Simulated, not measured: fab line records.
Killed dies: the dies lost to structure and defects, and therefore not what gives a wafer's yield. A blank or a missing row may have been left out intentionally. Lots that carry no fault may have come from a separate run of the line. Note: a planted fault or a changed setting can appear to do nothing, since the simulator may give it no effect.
A lot that was struck, set against a sound lot :: flow sky130 :: 15 steps out of a route of 708
Sound: the wafers L165.1, L165.3, L165.6. The struck wafers were L172.3, L172.5, L172.6. The cause is given at the end.
Order at every step that has rows: each side's tool, ch and its chambers, its first start. Under that, the readings that differ: sound wafers :: struck wafers :: difference of the means :: sigmas: that difference in standard deviations of wafers without a fault.
alike: a reading whose means differ by less than 2 such deviations, as well as words and numbers matching on both sides. not compared: withheld readings; readings where some wafer has no value; bounds like >300 that might hide an equal value; numbers whose values overlap and for which the record gives no deviation.
A row with sigmas, a row that says differs or no value, or rows on one side alone: a step with any of these is where the two part. Non-overlapping numbers with no deviation appear without sigmas and do not part them. Lack of a reading on every wafer of one side parts them only where that side has two or more wafers.

first, 1 step without rows for these wafers: SKY_POLY_CUT_DEVELOP_07 (develop time 60 s).
SKY_POLY_CUT_CD_MEAS_08: target cd 270 nm.
  sound on cd_sem-02, day 28 14:41; struck on cd_sem-02, day 30 10:04
reading: cd_nm (nm)
sound: 270.1 272.9 273.1
struck: 267.3 268.4 266.7
difference: -4.6
sigmas: -3
SKY_POLY_CUT_OVL_MEAS_09:
  sound on overlay-01, day 28 14:49; struck on overlay-01, day 30 10:09
  alike: POLY_CUT_OVL
SKY_POLY_CUT_ETCH_10: etches BARC in N2/H2, stops on SiO2, time 45.9 s, target depth 60 nm.
  sound on rie_diel-01 ch 0,1, day 28 14:50; struck on rie_diel-01 ch 0,3, day 30 10:11
reading: oes_product_au (a.u.)
sound: 0.859 0.852 0.865
struck: 0.849 0.848 0.847
difference: -0.011
sigmas: -2
  alike: drypump_motor_current_A, throttle_valve_pct
  not compared: rf_hours_counter_h
SKY_POLY_CUT_ETCH_11: etches Si3N4 in CF4/CH2F2/Ar, stops on poly-Si, time 42.5 s, target depth 60 nm.
  sound on rie_diel-01 ch 0,1, day 28 14:53; struck on rie_diel-01 ch 0,3, day 30 10:13
  alike: drypump_motor_current_A, oes_product_au, throttle_valve_pct
  not compared: rf_hours_counter_h
SKY_POLY_CUT_STRIP_12: strips in O2/N2.
  sound on plasma_asher-01 ch 0, day 28 14:55; struck on plasma_asher-03 ch 0,1, day 30 10:17
  alike: drypump_motor_current_A, oes_product_au, strip_time_to_endpoint_s
  not compared: rf_hours_counter_h
then, 6 steps without rows for these wafers: SKY_SD_P_DEHYDRATE_00 (time 60 s); SKY_SD_P_HMDS_01 (prime time 60 s); SKY_SD_P_COAT_02 (resist thk 1140 nm); SKY_SD_P_SOFTBAKE_03 (time 60 s); SKY_SD_P_EXPOSE_04 (exposes mask PSDM, target cd 380 nm); SKY_SD_P_PEB_05.
SKY_SD_P_DEVELOP_06: develop time 60 s.
  sound on litho_track-03 ch 0, day 29 18:53; struck on litho_track-03 ch 0, day 31 14:17
reading: developer_temp_C (C)
sound: 22.97 22.78 23.03
struck: 23.53 23.71 23.67
difference: +0.71
sigmas: +6
SKY_SD_P_CD_MEAS_07: target cd 380 nm.
  sound on cd_sem-01, day 29 19:02; struck on cd_sem-02, day 31 14:26
  alike: cd_nm
-- the record jumps here: 18 days lie between the struck wafers' starts before and after (it left off in module SD_P and takes up again in module PAD_OPEN, whose first step shown is number 708 of the route) --
SKY_PAD_OPEN_PROBE_99:
  sound on prober-01, day 48 16:53; struck on prober-01, day 49 21:20
  alike: killed_at_M0_to_M3, killed_at_M4_up, killed_at_contacts, killed_at_front_end, killed_at_other, killed_dies, killed_open, killed_short

WHERE THEY PART
First at SKY_POLY_CUT_CD_MEAS_08; last, within this record, at SKY_SD_P_DEVELOP_06. Later steps at which nothing parts them and some readings are alike: SKY_SD_P_CD_MEAS_07, SKY_PAD_OPEN_PROBE_99.

WHY: the cause the simulator had injected
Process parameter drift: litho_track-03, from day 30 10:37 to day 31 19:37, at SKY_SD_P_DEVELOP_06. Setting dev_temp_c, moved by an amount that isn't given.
